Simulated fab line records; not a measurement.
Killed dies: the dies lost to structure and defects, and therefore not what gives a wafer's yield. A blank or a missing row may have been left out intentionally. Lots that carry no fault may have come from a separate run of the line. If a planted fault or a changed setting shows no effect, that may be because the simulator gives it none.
Which tool did it? -- flow gf180mcu -- 12 lots, 36 wafers sampled, at 2 steps of a route of 602

== WHAT THE GAUGES SHOWED, per wafer ==
GF_POLY_GATE_OVL_MEAS_11.
lot,measured,on,POLY_GATE_OVL (nm)
L075,day 9 11:17,overlay-01,3 -1 2
L077,day 9 21:50,overlay-02,-3 -2 3
L079,day 10 13:53,overlay-01,-6 -2 -1
L081,day 11 02:50,overlay-01,10 -4 1
L083,day 12 02:29,overlay-02,2 -3 0
L085,day 12 15:35,overlay-02,3 4 0
L087,day 13 03:29,overlay-01,-5 -12 -12
L089,day 13 19:34,overlay-01,-3 -8 -3
L090,day 14 09:42,overlay-01,2 -3 -2
L093,day 14 20:41,overlay-02,1 1 -3
L095,day 15 13:54,overlay-01,-4 -4 -4
L097,day 16 09:55,overlay-01,1 -5 -4

== TOOL THAT RAN EACH LOT (tool first, then ch and the chambers of the sampled wafers, then the start) ==
lot,GF_VT_IMPLANT_STRIP_42
L075,"plasma asher-04 ch 0,1, day 7 19:24"
L077,"plasma asher-04 ch 0,1, day 8 05:53"
L079,"plasma asher-02 ch 0,1, day 8 20:53"
L081,"plasma asher-01 ch 0,1, day 9 10:34"
L083,"plasma asher-02 ch 0,1, day 10 05:25"
L085,"plasma asher-01 ch 0,1, day 10 20:11"
L087,"plasma asher-02 ch 0,1, day 11 06:52"
L089,"plasma asher-04 ch 0,1, day 11 19:36"
L090,"plasma asher-01 ch 0,1, day 12 09:49"
L093,"plasma asher-04 ch 0,1, day 12 20:06"
L095,"plasma asher-04 ch 0,1, day 13 12:03"
L097,"plasma asher-02 ch 0,1, day 14 05:02"
- GF_VT_IMPLANT_STRIP_42: strips in O2/N2.

== THE ANSWER, worked out from the rows above alone ==
Rule: usual is defined by the lots themselves. The widest of any qualifying gaps counts: lots, ordered by their means at a reading, are off when they make up no more than a third of the lots, leave a main group of 4 or more, and stand apart from it by 3 or more times the standard deviation of that group's means. Not used: any main group whose means are identical at the precision the tables above print for the reading. A lot without any number at a reading at which 4 lots or more have one is off too. Any other lot the step has rows for is counted as sound.
No lot is off on any of the readings shown, so nothing can be concluded from this.

== WHAT THE SIMULATOR PUT IN ==
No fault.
